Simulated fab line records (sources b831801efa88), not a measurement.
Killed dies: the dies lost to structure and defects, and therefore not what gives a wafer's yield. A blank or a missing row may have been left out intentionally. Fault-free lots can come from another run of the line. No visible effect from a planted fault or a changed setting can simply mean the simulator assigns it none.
A struck lot beside a sound one ; flow gf180mcu ; 18 steps out of a route of 602
Sound: wafers L336.1, L336.2, L336.5. Struck: wafer L342.6. (L342.1, L342.5 of the same lot were not struck and are left out.) The cause comes at the end.
Order at every step that has rows: each side's tool, ch and its chambers, its first start. Under that, the readings that differ: sound wafers ; struck wafers ; difference of the means ; sigmas: that difference in standard deviations of wafers without a fault.
alike: a reading whose means differ by less than 2 such deviations, as well as words and numbers matching on both sides. not compared: withheld readings; readings where some wafer has no value; bounds like >300 that might hide an equal value; numbers whose values overlap and for which the record gives no deviation.
The two part at a step that has a row with sigmas, a row that says differs or no value, or rows on one side only. Numbers that don't overlap but have no deviation are shown without sigmas and don't part them. Lack of a reading on every wafer of one side parts them only where that side has two or more wafers.

first, 3 steps without rows for these wafers: GF_V5_EXPOSE_11 (exposes mask Via5, target cd 260 nm); GF_V5_PEB_12 (peb time 90 s); GF_V5_DEVELOP_13 (develop time 60 s).
GF_V5_CD_MEAS_14 targets a cd of 260 nm.
  sound: cd sem-02 at day 28 01:50; struck: cd sem-02 at day 29 22:31
  alike: cd nm
GF_V5_OVL_MEAS_15:
  sound: overlay-02 at day 28 01:58; struck: overlay-02 at day 29 22:38
reading;sound;struck;difference;sigmas
V5_OVL (nm);4 -2 -1;15;+15;+3
GF_V5_ETCH_16: etches BARC in N2/H2.
  sound on rie diel-03 ch 0,2, day 28 02:00; struck on rie diel-03 ch 1, day 29 22:40
  alike: bias w, drypump motor current A, oes product au, throttle valve pct
GF_V5_ETCH_17: etches SiO2 in C4F8/O2/Ar, stops on TiN, target depth 855 nm.
  sound on rie diel-03 ch 0,2; struck on rie diel-03 ch 1
  alike: bias w, oes product au
then, 3 steps without rows for these wafers: GF_V5_STRIP_18 (strips in O2/N2); GF_V5_STRIP_19 (strips in post etch residue remover, time 1200 s); GF_V5_CLEAN_20 (cleans in DIW).
GF_V5_SPUTTER_21: material Ti, target thk 15 nm, time 80.02 s.
  sound: pvd sputter-04 at day 28 02:43; struck: pvd sputter-01 at day 29 23:23
  alike: throttle valve pct
GF_V5_SPUTTER_22: material TiN, target thk 10 nm, time 40 s.
  sound: pvd sputter-04 at day 28 02:47; struck: pvd sputter-01 at day 29 23:27
  alike: throttle valve pct
GF_V5_CVD_23: deposits W, target thk 350 nm, time 104.9 s.
  sound on cvd w-02 ch 0,1, day 28 02:49; struck on cvd w-01 ch 1, day 29 23:29
reading;sound;struck;difference;sigmas
model.W_of_V5_CVD_23.thk nm (nm);345.9 337.6 340;590.4;+249.2;
  alike: heater power w
GF_V5_RS_MEAS_24: a four-point-probe measurement.
  sound: film metro-01 at day 28 02:56; struck: film metro-02 at day 29 23:36
reading;sound;struck;difference;sigmas
V5_W_RS (ohm/sq);0.332 0.339 0.337;0.193;-0.143;-27
GF_V5_THK_MEAS_25: measures by xrf.
  sound: film metro-01 at day 28 03:03; struck: film metro-02 at day 29 23:43
  not compared: V5_W_THK
GF_V5_CMP_26: polishes, stops on SiO2, t overpolish 15 s, target thk 0 nm.
  sound on cmp-01 ch 2,3, day 28 03:22; struck on cmp-02 ch 3, day 29 23:47
reading;sound;struck;difference;sigmas
time to endpoint s (s);79 78 78;148;+70;+15
  alike: motor current A
GF_TOP_METAL_SPUTTER_00: material Ti, target thk 37.5 nm, time 150 s.
  sound: pvd sputter-04 at day 28 03:40; struck: pvd sputter-03 at day 30 00:05
  alike: throttle valve pct
GF_PASSIVATION_PROBE_99:
  only the struck wafers here have rows in the record (prober-02, day 31 15:40); the sound ones have none

== WHERE THEY PART ==
First at GF_V5_OVL_MEAS_15; last, within this record, at GF_PASSIVATION_PROBE_99.

WHY: what the simulator had put in
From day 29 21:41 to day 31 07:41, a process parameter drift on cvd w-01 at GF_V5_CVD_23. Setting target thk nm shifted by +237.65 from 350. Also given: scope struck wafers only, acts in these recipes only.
